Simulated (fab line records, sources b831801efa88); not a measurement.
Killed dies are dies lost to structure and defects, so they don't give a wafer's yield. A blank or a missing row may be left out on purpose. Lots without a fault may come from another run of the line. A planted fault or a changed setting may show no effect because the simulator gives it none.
fab line records | flow sfq_line
record lots=5 wafers=23
route steps=325 shown L0@6 L0V@18 M0@32 I0@44 M1@66 I1@78
start_h: hours from the record's first day to the start of the lot's first wafer shown | wait_h: hours since the lot's step before | " the same as in the row above | L1.1+2: a row that stands for several wafers | - no value, or no start given | * or withheld: withheld | < > ~ a bound
route shown NAME@n: a module of which the file shows steps, and the number in the route of the first | usual: mean/standard deviation of fault-free wafers | same: alike in all rows | chamber/n: place in a boat | sites: the reading at each site | _std_site: their standard deviation | _edge_site: outer sites' mean less inner sites' | radius_mm: how far each site lies from the wafer's centre | mask NAME#n: copy n | behind: the tool/chamber that last shaped the wafer | hold: why the lot was held/for how many hours/how that ended | device: the transistor (n, p or np) that didn't switch | end of line: the same wafers' tests at the end of the route | a step without rows: its recipe alone | killed: dies lost to structure and defects at the first sort, not the wafer's yield | map: a wafer's dies, x killed, . not, _ none there
set.NAME: the setting as run; set.NAME@STEP: as run at that earlier step | model.NAME: the simulator's own value behind a step, which no gauge read
lots whose settings were changed on purpose; a table a step, a row a wafer
## steps
# step SFQ_TRILAYER_L0_LITHO_COAT_010
# recipe resist=BARC spin_rpm=3000 resist_thk_nm=62
# columns lot.wafer tool chamber start_h wait_h set.resist_thk_nm model.BARC_of_TRILAYER_L0_LITHO_COAT_010.thk_nm
L078.1 litho_track-03 0 32.74 0.1 64.82 64.51
L078.2 " 0 " " 64.82 64.58
L078.3 " 0 " " 62 61.84
L078.4 " 0 " " 62 61.6
L078.5 " 0 " " 64.82 64.64
L079.2 litho_track-03 0 37.83 0.1 58.34 57.95
L079.3 " 0 " " 62 61.57
L079.4 " 0 " " 58.34 57.8
L079.5 " 0 " " 62 61.45
L079.6 " 0 " " 58.34 58.09
L080.2 litho_track-03 0 42.79 0.1 62 61.78
L080.3 " 0 " " 63.11 62.89
L080.4 " 0 " " 62 61.9
L080.5 " 0 " " 62 61.74
L080.6 " 0 " " 63.11 62.87
L084.1 litho_track-04 0 62.74 0.1 62 61.9
L084.2 " 0 " " 62 61.8
L084.3 " 0 " " 62 61.81
L085.1+4 litho_track-02 0 67.74 0.1 65.57 65.72
L085.3 " 0 " " 65.57 65.6
L085.5 " 0 " " 62 62.1
L085.6 " 0 " " 62 62.19
# step SFQ_TRILAYER_L0_LITHO_EXPOSE_006
# recipe mask_id=L0 na=0.6 source_shape=conventional sigma_outer=0.65 target_cd_nm=2000 dose_mj=14.4
# columns lot.wafer tool chamber start_h wait_h mask set.dose_mj
L078.1+2+3+4+5 krf_scanner-01 0 96.97 - L0#0 14.4
L079.2+3+4+5+6 krf_scanner-01 0 104.37 - L0#0 14.4
L080.2+5+6 krf_scanner-02 0 112.62 - L0#0 15.44
L080.3+4 " 0 " " L0#0 14.4
L084.1+2+3 krf_scanner-01 0 136.50 - L0#0 14.4
L085.1+5 krf_scanner-01 0 140.10 - L0#0 15.01
L085.3+4+6 " 0 " " L0#0 14.4
# step SFQ_TRILAYER_L0_LITHO_PEB_008
# recipe peb_temp_c=115 peb_time_s=60 resist=KrF
# step SFQ_TRILAYER_L0_LITHO_DEVELOP_007
# recipe time_s=60 resist=KrF
# step SFQ_TRILAYER_L0_BARC_OPEN_METAL_ETCH_010
# recipe mask_material=PR chemistry=O2 target_depth_nm=125 target=BARC icp_w=600 bias_w=80 pressure_mtorr=10 time_s=41.7
# usual oes_product_au=0.684/0.0048
# columns lot.wafer tool chamber start_h wait_h set.resist_thk_nm@TRILAYER_L0_LITHO_COAT_010 set.dose_mj@TRILAYER_L0_LITHO_EXPOSE_006 oes_product_au model.L0.cd_nm model.etch.depth_nm
L078.1 rie_metal-02 1 98.47 0.1 64.82 14.4 0.695 1997 -
L078.2 " 0 " " 64.82 14.4 0.694 1998 -
L078.3 " 0 " " 62 14.4 0.684 1997 -
L078.4 " 1 " " 62 14.4 0.676 1998 61.6
L078.5 " 0 " " 64.82 14.4 0.684 1998 64.64
L079.2 rie_metal-01 0 105.67 0.1 58.34 14.4 0.661 2000 -
L079.3 " 1 " " 62 14.4 0.679 2000 61.57
L079.4 " 0 " " 58.34 14.4 0.666 1998 -
L079.5 " 0 " " 62 14.4 0.684 2000 61.45
L079.6 " 1 " " 58.34 14.4 0.668 2001 -
L080.2 rie_metal-02 1 113.92 0.1 62 15.44 0.678 1990 61.78
L080.3 " 0 " " 63.11 14.4 0.695 2001 62.89
L080.4 " 1 " " 62 14.4 0.683 2002 -
L080.5 " 0 " " 62 15.44 0.679 1989 -
L080.6 " 1 " " 63.11 15.44 0.684 1990 -
L084.1 rie_metal-03 1 138.00 0.1 62 14.4 0.682 2002 61.9
L084.2 " 0 " " 62 14.4 0.682 2000 61.8
L084.3 " 1 " " 62 14.4 0.692 2001 61.81
L085.1 rie_metal-03 0 141.60 0.1 65.57 15.01 0.709 1993 65.72
L085.3 " 0 " " 65.57 14.4 0.703 2000 65.6
L085.4 " 1 " " 65.57 14.4 0.706 2000 -
L085.5 " 0 " " 62 15.01 0.688 1992 -
L085.6 " 1 " " 62 14.4 0.690 2000 62.19
# step SFQ_TRILAYER_L0_VIA_LITHO_COAT_013
# recipe resist=KrF spin_rpm=3000 resist_thk_nm=650
# columns lot.wafer tool chamber start_h wait_h set.spin_rpm model.KrF_of_TRILAYER_L0_VIA_LITHO_COAT_013.thk_nm
L078.1 litho_track-02 0 99.97 0.2 3000 652.9
L078.2 " 0 " " 3000 652.3
L078.3 " 0 " " 3000 650.4
L078.4 " 0 " " 3000 650.7
L078.5 " 0 " " 3000 650.2
L079.2 litho_track-01 0 106.93 0.2 3000 650.8
L079.3 " 0 " " 3000 649.8
L079.4 " 0 " " 3153 631.1
L079.5 " 0 " " 3153 632.9
L079.6 " 0 " " 3000 648.7
L080.2 litho_track-01 0 115.18 0.2 2913 658
L080.3+6 " 0 " " 2913 659.3
L080.4 " 0 " " 3000 647.2
L080.5 " 0 " " 3000 648.8
L084.1 litho_track-01 0 139.35 0.2 3000 649.8
L084.2 " 0 " " 3000 649.9
L084.3 " 0 " " 3000 651.5
L085.1 litho_track-03 0 142.80 0.2 3091 640.5
L085.3 " 0 " " 3091 640.3
L085.4 " 0 " " 3000 648.7
L085.5 " 0 " " 3000 650.4
L085.6 " 0 " " 3091 638.8
# step SFQ_TRILAYER_L0_VIA_LITHO_EXPOSE_014
# recipe mask_id=L0V na=0.6 source_shape=conventional sigma_outer=0.65 target_cd_nm=700 dose_mj=21.3
# columns lot.wafer tool chamber start_h wait_h mask set.dose_mj
L078.1+3 krf_scanner-01 0 183.30 - L0V#0 21.3
L078.2+4+5 " 0 " " L0V#0 21.89
L079.2+3+4 krf_scanner-01 0 191.90 - L0V#0 21.3
L079.5+6 " 0 " " L0V#0 19.94
L080.2+5 krf_scanner-01 0 197.90 - L0V#0 21.3
L080.3+4+6 " 0 " " L0V#0 22.42
L084.1+2+3 krf_scanner-01 0 231.30 - L0V#0 21.3
L085.1+4 krf_scanner-01 0 233.70 - L0V#0 21.3
L085.3+5+6 " 0 " " L0V#0 22.69
# step SFQ_TRILAYER_L0_VIA_LITHO_PEB_016
# recipe peb_temp_c=115 peb_time_s=60 resist=KrF
# step SFQ_TRILAYER_L0_VIA_LITHO_DEVELOP_015
# recipe time_s=60 resist=KrF
# step SFQ_TRILAYER_L0_VIA_BARC_OPEN_VIA_ETCH_021
# recipe mask_material=PR chemistry=O2 target_depth_nm=125 target=BARC source_w=500 bias_w=80 pressure_mtorr=30 time_s=41.7
# columns lot.wafer tool chamber start_h wait_h set.spin_rpm@TRILAYER_L0_VIA_LITHO_COAT_013 set.dose_mj@TRILAYER_L0_VIA_LITHO_EXPOSE_014 model.L0V.cd_nm model.KrF_of_TRILAYER_L0_VIA_LITHO_COAT_013.thk_nm
L078.1 rie_diel-01 2 184.84 0.0 3000 21.3 700.6 578.3
L078.2 " 3 " " 3000 21.89 705.4 575.7
L078.3 " 1 " " 3000 21.3 701 574.9
L078.4 " 0 " " 3000 21.89 705.1 575.7
L078.5 " 1 " " 3000 21.89 705.4 574.2
L079.2 rie_diel-03 0 193.24 0.0 3000 21.3 699.4 575
L079.3 " 2 " " 3000 21.3 701.7 572.5
L079.4 " 3 " " 3153 21.3 700.9 556.3
L079.5 " 0 " " 3153 19.94 688.9 556.9
L079.6 " 3 " " 3000 19.94 690.9 573.5
L080.2 rie_diel-03 0 199.24 0.0 2913 21.3 699.8 582.1
L080.3 " 3 " " 2913 22.42 708.4 584.7
L080.4 " 2 " " 3000 22.42 708.5 570.3
L080.5 " 3 " " 3000 21.3 701.5 573.9
L080.6 " 2 " " 2913 22.42 708.2 582.5
L084.1 rie_diel-01 2 232.84 0.0 3000 21.3 697.8 575.1
L084.2 " 1 " " 3000 21.3 697.4 573.9
L084.3 " 3 " " 3000 21.3 696.6 575.5
L085.1 rie_diel-04 2 235.24 0.0 3091 21.3 700.2 564.7
L085.3 " 3 " " 3091 22.69 711.4 565
L085.4 " 1 " " 3000 21.3 698.6 572.6
L085.5 " 0 " " 3000 22.69 712.7 574.6
L085.6 " 3 " " 3091 22.69 711 563.2
# step SFQ_TRILAYER_M0_LITHO_COAT_026
# recipe resist=BARC spin_rpm=3000 resist_thk_nm=62
# columns lot.wafer tool chamber start_h wait_h set.spin_rpm model.BARC_of_TRILAYER_M0_LITHO_COAT_026.thk_nm
L078.1 litho_track-01 0 185.99 0.1 2876 63.5
L078.2 " 0 " " 3000 62.26
L078.3 " 0 " " 3000 62.17
L078.4 " 0 " " 2876 63.59
L078.5 " 0 " " 2876 63.39
L079.2 litho_track-01 0 194.44 0.1 3112 61.08
L079.3 " 0 " " 3000 62.05
L079.4 " 0 " " 3000 62.06
L079.5 " 0 " " 3112 60.97
L079.6 " 0 " " 3112 61.02
L080.2 litho_track-04 0 200.46 0.1 3000 61.71
L080.3 " 0 " " 3000 61.63
L080.4 " 0 " " 2933 62.3
L080.5 " 0 " " 3000 61.73
L080.6 " 0 " " 2933 62.54
L084.1 litho_track-01 0 233.99 0.1 3000 62.27
L084.2+3 " 0 " " 3000 62.35
L085.1 litho_track-01 0 236.41 0.1 3118 61.05
L085.3 " 0 " " 3000 62.51
L085.4 " 0 " " 3000 62.57
L085.5 " 0 " " 3000 62.2
L085.6 " 0 " " 3118 61.18
# step SFQ_TRILAYER_M0_LITHO_COAT_021
# recipe resist=KrF spin_rpm=3030 resist_thk_nm=600
# step SFQ_TRILAYER_M0_LITHO_SOFTBAKE_025
# recipe temp_c=withheld time_s=withheld resist=KrF
# step SFQ_TRILAYER_M0_LITHO_DEVELOP_023
# recipe time_s=60 resist=KrF
# step SFQ_TRILAYER_M0_BARC_OPEN_METAL_ETCH_031
# recipe mask_material=PR chemistry=O2 target_depth_nm=125 target=BARC icp_w=600 bias_w=80 pressure_mtorr=10 time_s=41.7
# columns lot.wafer tool chamber start_h wait_h set.spin_rpm@TRILAYER_M0_LITHO_COAT_026 model.etch.depth_nm
L078.1 rie_metal-03 0 188.28 0.0 2876 -
L078.2+3 " 1 " " 3000 -
L078.4 " 0 " " 2876 63.59
L078.5 " 1 " " 2876 63.39
L079.2+6 rie_metal-03 0 198.30 0.0 3112 -
L079.3 " 0 " " 3000 62.05
L079.4 " 1 " " 3000 -
L079.5 " 1 " " 3112 60.97
L080.2 rie_metal-01 0 202.69 0.0 3000 61.71
L080.3 " 1 " " 3000 61.63
L080.4+6 " 0 " " 2933 -
L080.5 " 1 " " 3000 -
L084.1 rie_metal-04 1 247.01 0.0 3000 62.27
L084.2+3 " 0 " " 3000 62.35
L085.1 rie_metal-03 0 249.41 0.0 3118 61.05
L085.3 " 0 " " 3000 62.51
L085.4+5 " 1,0 " " 3000 -
L085.6 " 1 " " 3118 61.18
# step SFQ_TRILAYER_I0_CMP_CMP_028
# recipe material=SiO2 down_force_psi=3 platen_rpm=60 pad_velocity_m_s=0.94248
# columns lot.wafer tool chamber start_h wait_h set.leave_above_ref_nm model.SiO2_of_TRILAYER_I0_DEP_PECVD_027.thk_nm
L078.2 cmp-02 3 189.36 0.1 212.5 214.3
L078.1 " 0 " " 212.5 213.8
L078.4 " 1 " " 200 201.8
L078.3 " 2 " " 212.5 213.7
L078.5 " 0 191.86 2.5 200 200.7
L079.4 cmp-02 3 199.62 0.1 200 201.2
L079.3 " 0 " " 200 201.1
L079.2 " 2 201.12 1.6 196 196.3
L079.5 " 3 " " 196 196
L079.6 " 0 " " 200 200.9
L080.2 cmp-02 1 203.73 0.0 188 190.3
L080.4 " 2 " " 188 189
L080.3 " 0 205.23 1.5 200 201.4
L080.6 " 1 " " 188 189.6
L080.5 " 2 " " 200 199.6
L084.1 cmp-01 2 252.57 4.6 200 199.5
L084.3 " 3 " " 200 200.9
L084.2 " 0 " " 200 198.7
L085.4 cmp-01 3 255.57 5.1 200 200
L085.3 " 0 " " 206.4 205.5
L085.1 " 1 " " 206.4 206.7
L085.5 " 3 257.57 7.1 206.4 205.6
L085.6 " 0 " " 200 199
# step SFQ_TRILAYER_I0_METRO_MEASURE_029
# usual thk_nm=200.5/0.89
# columns lot.wafer tool chamber start_h wait_h set.leave_above_ref_nm@TRILAYER_I0_CMP_CMP_028 thk_nm
L078.1 film_metro-03 - 192.48 0.1 212.5 213.8
L078.2 " - " " 212.5 214.4
L078.3 " - " " 212.5 213.8
L078.4 " - " " 200 201.8
L078.5 " - " " 200 200.7
L079.2 film_metro-03 - 202.94 0.3 196 196.3
L079.3 " - " " 200 200.9
L079.4 " - " " 200 201.4
L079.5 " - " " 196 195.9
L079.6 " - " " 200 200.8
L080.2 film_metro-03 - 207.05 0.3 188 190.3
L080.3 " - " " 200 201.3
L080.4 " - " " 188 188.9
L080.5 " - " " 200 199.6
L080.6 " - " " 188 189.6
L084.1 film_metro-03 - 255.69 0.1 200 199.5
L084.2 " - " " 200 198.9
L084.3 " - " " 200 200.9
L085.1 film_metro-03 - 258.69 0.1 206.4 206.8
L085.3 " - " " 206.4 205.4
L085.4 " - " " 200 199.9
L085.5 " - " " 206.4 205.6
L085.6 " - " " 200 198.9
# step SFQ_TRILAYER_I0_VIA_BARC_OPEN_VIA_ETCH_046
# recipe mask_material=PR chemistry=O2 target_depth_nm=125 target=BARC source_w=500 bias_w=80 pressure_mtorr=30 time_s=41.7
# columns lot.wafer tool chamber start_h wait_h set.bias_w
L078.1+2 rie_diel-02 1,0 300.56 0.0 75.55
L078.3+4+5 " 3,2,1 " " 80
L079.2+3+4+5+6 rie_diel-02 1,0,2,3,0 314.19 0.0 80
L080.2+6 rie_diel-03 1,0 317.79 0.0 85.84
L080.3+4+5 " 2,2,1 " " 80
L084.1+2+3 rie_diel-03 2,1,0 356.19 0.0 80
L085.1+4+6 rie_diel-04 0,1,3 358.59 0.0 80
L085.3+5 " 3,2 " " 85.34
# step SFQ_TRILAYER_I0_VIA_ETCH_VIA_ETCH_034
# recipe target=SiO2 stop_on=Nb mask_material=PR taper_deg=20 chemistry=CHF3 target_depth_nm=260 source_w=500 bias_w=80 pressure_mtorr=30 time_s=withheld
# usual oes_product_au=0.855/0.0052
# columns lot.wafer tool chamber start_h wait_h set.leave_above_ref_nm@TRILAYER_I0_CMP_CMP_028 oes_product_au model.I0.feature_depth_nm model.etch.depth_nm
L078.1 rie_diel-02 1 300.60 0.0 212.5 0.884 213.8 -
L078.2 " 0 " " 212.5 0.893 214.3 -
L078.3 " 3 " " 212.5 0.885 213.7 -
L078.4 " 2 " " 200 0.857 201.8 201.8
L078.5 " 1 " " 200 0.858 200.7 200.7
L079.2 rie_diel-02 1 314.23 0.0 196 0.853 196.3 -
L079.3 " 0 " " 200 0.852 201.1 201.1
L079.4 " 2 " " 200 0.864 201.2 -
L079.5 " 3 " " 196 0.842 196 196
L079.6 " 0 " " 200 0.852 200.9 -
L080.2 rie_diel-03 1 317.83 0.0 188 0.842 190.3 190.3
L080.3 " 2 " " 200 0.857 201.4 201.4
L080.4 " 2 " " 188 0.830 189 -
L080.5 " 1 " " 200 0.857 199.6 -
L080.6 " 0 " " 188 0.823 189.6 -
L084.1 rie_diel-03 2 356.23 0.0 200 0.859 199.5 199.5
L084.2 " 1 " " 200 0.847 198.7 198.7
L084.3 " 0 " " 200 0.852 200.9 200.9
L085.1 rie_diel-04 0 358.63 0.0 206.4 0.874 206.7 206.7
L085.3 " 3 " " 206.4 0.863 205.5 205.5
L085.4 " 1 " " 200 0.856 200 -
L085.5 " 2 " " 206.4 0.864 205.6 -
L085.6 " 3 " " 200 0.849 199 199
# step SFQ_TRILAYER_M1_LITHO_PEB_042
# recipe peb_temp_c=115 peb_time_s=60 resist=KrF
# columns lot.wafer tool chamber start_h wait_h set.peb_time_s
L078.1+3 litho_track-03 0 304.95 1.0 55.58
L078.2+4+5 " 0 " " 60
L079.2+4 litho_track-02 0 325.37 0.8 56.43
L079.3+5+6 " 0 " " 60
L080.2+5 litho_track-02 0 326.57 0.8 54.79
L080.3+4+6 " 0 " " 60
L084.1+2+3 litho_track-02 0 370.98 1.0 60
L085.1+5 litho_track-04 0 372.18 1.0 56.06
L085.3+4+6 " 0 " " 60
# step SFQ_TRILAYER_M1_LITHO_DEVELOP_041
# recipe time_s=60 resist=KrF
# step SFQ_TRILAYER_M1_BARC_OPEN_METAL_ETCH_054
# recipe mask_material=PR chemistry=O2 target_depth_nm=125 target=BARC icp_w=600 bias_w=80 pressure_mtorr=10 time_s=41.7
# columns lot.wafer tool chamber start_h wait_h set.peb_time_s@TRILAYER_M1_LITHO_PEB_042 model.M1.cd_nm
L078.1 rie_metal-01 1 305.28 0.0 55.58 510
L078.2+5 " 0 " " 60 499.2
L078.3 " 1 " " 55.58 509.2
L078.4 " 0 " " 60 499.5
L079.2 rie_metal-01 1 325.68 0.0 56.43 509.8
L079.3+5 " 0 " " 60 502.6
L079.4 " 1 " " 56.43 508.5
L079.6 " 1 " " 60 500.2
L080.2+5 rie_metal-03 1 326.88 0.0 54.79 512.2
L080.3 " 0 " " 60 499.9
L080.4 " 1 " " 60 499.1
L080.6 " 0 " " 60 499
L084.1 rie_metal-02 0 371.32 0.0 60 500.9
L084.2 " 1 " " 60 501.1
L084.3 " 0 " " 60 501.3
L085.1 rie_metal-01 1 372.52 0.0 56.06 509.4
L085.3 " 1 " " 60 500.4
L085.4 " 1 " " 60 500
L085.5 " 1 " " 56.06 508.9
L085.6 " 1 " " 60 498.4
# step SFQ_TRILAYER_M1_ETCH_METAL_ETCH_042
# recipe target=Nb stop_on=SiO2 mask_material=PR chemistry=Cl2/Ar target_depth_nm=240 icp_w=600 bias_w=80 pressure_mtorr=10 time_s=120
# columns lot.wafer tool chamber start_h wait_h set.bias_w set.leave_above_ref_nm@TRILAYER_I0_CMP_CMP_028 model.SiO2_of_TRILAYER_I0_DEP_PECVD_027.thk_nm
L078.1+3 rie_metal-01 1 305.34 0.0 88.85 212.5 205.1
L078.2 " 0 " " 80 212.5 206.8
L078.4 " 0 " " 80 200 194.3
L078.5 " 0 " " 88.85 200 192.1
L079.2 rie_metal-01 1 325.74 0.0 80 196 188.8
L079.3 " 0 " " 80 200 193.6
L079.4 " 1 " " 87.72 200 192.7
L079.5 " 0 " " 80 196 188.5
L079.6 " 1 " " 87.72 200 192.4
L080.2 rie_metal-03 1 326.94 0.0 72.08 188 182.8
L080.3 " 0 " " 80 200 193.9
L080.4 " 1 " " 80 188 181.5
L080.5 " 1 " " 72.08 200 192.1
L080.6 " 0 " " 72.08 188 182.1
L084.1 rie_metal-02 0 371.38 0.0 80 200 192
L084.2 " 1 " " 80 200 191.2
L084.3 " 0 " " 80 200 193.4
L085.1 rie_metal-01 1 372.64 0.1 80 206.4 199.2
L085.3 " 1 " " 80 206.4 198
L085.4 " 1 " " 80 200 192.5
L085.5 " 1 " " 80 206.4 198.1
L085.6 " 1 " " 80 200 191.5
# step SFQ_TRILAYER_I1_VIA_LITHO_COAT_049
# recipe resist=KrF spin_rpm=3000 resist_thk_nm=650
# columns lot.wafer tool chamber start_h wait_h set.resist_thk_nm model.KrF_of_TRILAYER_I1_VIA_LITHO_COAT_049.thk_nm
L078.1 litho_track-01 0 314.19 0.2 650 651.1
L078.2 " 0 " " 650 650
L078.3 " 0 " " 650 649.8
L078.4 " 0 " " 650 648.5
L078.5 " 0 " " 650 650.5
L079.2 litho_track-01 0 332.06 0.2 650 651.6
L079.3 " 0 " " 650 652.8
L079.4 " 0 " " 650 651.9
L079.5 " 0 " " 635 635.3
L079.6 " 0 " " 635 637
L080.2 litho_track-01 0 333.44 0.2 650 653.9
L080.3 " 0 " " 650 649.9
L080.4 " 0 " " 682.9 684.7
L080.5 " 0 " " 682.9 684
L080.6 " 0 " " 682.9 682.3
L084.1 litho_track-01 0 384.25 0.2 650 652.1
L084.2 " 0 " " 650 652.7
L084.3 " 0 " " 650 652.8
L085.1 litho_track-02 0 384.51 0.2 665.7 667.8
L085.3 " 0 " " 650 652.3
L085.4 " 0 " " 650 653.2
L085.5 " 0 " " 665.7 666.9
L085.6 " 0 " " 665.7 667.7
# step SFQ_TRILAYER_I1_VIA_ETCH_VIA_ETCH_052
# recipe target=SiO2 stop_on=Nb mask_material=PR taper_deg=20 chemistry=CHF3 target_depth_nm=260 source_w=500 bias_w=80 pressure_mtorr=30 time_s=withheld
# columns lot.wafer tool chamber start_h wait_h set.bias_w set.resist_thk_nm@TRILAYER_I1_VIA_LITHO_COAT_049 model.KrF_of_TRILAYER_I1_VIA_LITHO_COAT_049.thk_nm
L078.1 rie_diel-01 2 443.83 0.0 80 650 530
L078.2 " 3 " " 83.16 650 525.4
L078.3 " 0 " " 83.16 650 527.8
L078.4 " 1 " " 80 650 524.5
L078.5 " 0 " " 80 650 529.4
L079.2 rie_diel-03 0 448.75 0.0 80 650 528.6
L079.3 " 2 " " 80 650 527
L079.4 " 2 " " 76.21 650 527.4
L079.5 " 0 " " 76.21 635 512.8
L079.6 " 1 " " 76.21 635 514.1
L080.2 rie_diel-03 1 471.68 0.0 70.98 650 532.2
L080.3 " 3 " " 70.98 650 530.8
L080.4 " 2 " " 70.98 682.9 561.4
L080.5 " 0 " " 80 682.9 560.7
L080.6 " 1 " " 80 682.9 559.2
L084.1 rie_diel-01 3 538.56 0.0 80 650 526.7
L084.2 " 2 " " 80 650 532.5
L084.3 " 0 " " 80 650 530.7
L085.1 rie_diel-02 0 539.76 0.0 80 665.7 546.5
L085.3 " 2 " " 80 650 527.1
L085.4 " 1 " " 80 650 531
L085.5 " 1 " " 80 665.7 544.8
L085.6 " 0 " " 80 665.7 546
## key
split step=SFQ_TRILAYER_L0_LITHO_COAT_010 setting=resist_thk_nm stated=62 by=wafer
response step=SFQ_TRILAYER_L0_LITHO_COAT_010 reading=model.BARC_of_TRILAYER_L0_LITHO_COAT_010.thk_nm change=+0.613 per=1% r=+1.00
response step=SFQ_TRILAYER_L0_BARC_OPEN_METAL_ETCH_010 reading=oes_product_au change=+0.00285 per=1% r=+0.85
response step=SFQ_TRILAYER_L0_BARC_OPEN_METAL_ETCH_010 reading=model.etch.depth_nm change=+0.623 per=1% r=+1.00
split step=SFQ_TRILAYER_L0_LITHO_EXPOSE_006 setting=dose_mj stated=14.4 by=wafer
response step=SFQ_TRILAYER_L0_BARC_OPEN_METAL_ETCH_010 reading=model.L0.cd_nm change=-1.61 per=1% r=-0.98
split step=SFQ_TRILAYER_L0_VIA_LITHO_COAT_013 setting=spin_rpm stated=3000 by=wafer
response step=SFQ_TRILAYER_L0_VIA_LITHO_COAT_013 reading=model.KrF_of_TRILAYER_L0_VIA_LITHO_COAT_013.thk_nm change=-3.47 per=1% r=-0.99
response step=SFQ_TRILAYER_L0_VIA_BARC_OPEN_VIA_ETCH_021 reading=model.KrF_of_TRILAYER_L0_VIA_LITHO_COAT_013.thk_nm change=-3.38 per=1% r=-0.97
split step=SFQ_TRILAYER_L0_VIA_LITHO_EXPOSE_014 setting=dose_mj stated=21.3 by=wafer
response step=SFQ_TRILAYER_L0_VIA_BARC_OPEN_VIA_ETCH_021 reading=model.L0V.cd_nm change=+1.69 per=1% r=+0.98
split step=SFQ_TRILAYER_M0_LITHO_COAT_026 setting=spin_rpm stated=3000 by=wafer
response step=SFQ_TRILAYER_M0_LITHO_COAT_026 reading=model.BARC_of_TRILAYER_M0_LITHO_COAT_026.thk_nm change=-0.309 per=1% r=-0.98
response step=SFQ_TRILAYER_M0_BARC_OPEN_METAL_ETCH_031 reading=model.etch.depth_nm change=-0.327 per=1% r=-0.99
split step=SFQ_TRILAYER_I0_CMP_CMP_028 setting=leave_above_ref_nm stated=200 by=wafer
response step=SFQ_TRILAYER_I0_CMP_CMP_028 reading=model.SiO2_of_TRILAYER_I0_DEP_PECVD_027.thk_nm change=+1.96 per=1% r=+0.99
response step=SFQ_TRILAYER_I0_METRO_MEASURE_029 reading=thk_nm change=+1.96 per=1% r=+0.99
response step=SFQ_TRILAYER_I0_VIA_ETCH_VIA_ETCH_034 reading=oes_product_au change=+0.00454 per=1% r=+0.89
response step=SFQ_TRILAYER_I0_VIA_ETCH_VIA_ETCH_034 reading=model.I0.feature_depth_nm change=+1.96 per=1% r=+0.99
response step=SFQ_TRILAYER_I0_VIA_ETCH_VIA_ETCH_034 reading=model.etch.depth_nm change=+1.99 per=1% r=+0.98
response step=SFQ_TRILAYER_M1_ETCH_METAL_ETCH_042 reading=model.SiO2_of_TRILAYER_I0_DEP_PECVD_027.thk_nm change=+1.93 per=1% r=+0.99
split step=SFQ_TRILAYER_I0_VIA_BARC_OPEN_VIA_ETCH_046 setting=bias_w stated=80 by=wafer
response none clear
split step=SFQ_TRILAYER_M1_LITHO_PEB_042 setting=peb_time_s stated=60 by=wafer
response step=SFQ_TRILAYER_M1_BARC_OPEN_METAL_ETCH_054 reading=model.M1.cd_nm change=-1.41 per=1% r=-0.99
split step=SFQ_TRILAYER_M1_ETCH_METAL_ETCH_042 setting=bias_w stated=80 by=wafer
response none clear
split step=SFQ_TRILAYER_I1_VIA_LITHO_COAT_049 setting=resist_thk_nm stated=650 by=wafer
response step=SFQ_TRILAYER_I1_VIA_LITHO_COAT_049 reading=model.KrF_of_TRILAYER_I1_VIA_LITHO_COAT_049.thk_nm change=+6.34 per=1% r=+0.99
response step=SFQ_TRILAYER_I1_VIA_ETCH_VIA_ETCH_052 reading=model.KrF_of_TRILAYER_I1_VIA_LITHO_COAT_049.thk_nm change=+5.97 per=1% r=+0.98
split step=SFQ_TRILAYER_I1_VIA_ETCH_VIA_ETCH_052 setting=bias_w stated=80 by=wafer
response none clear
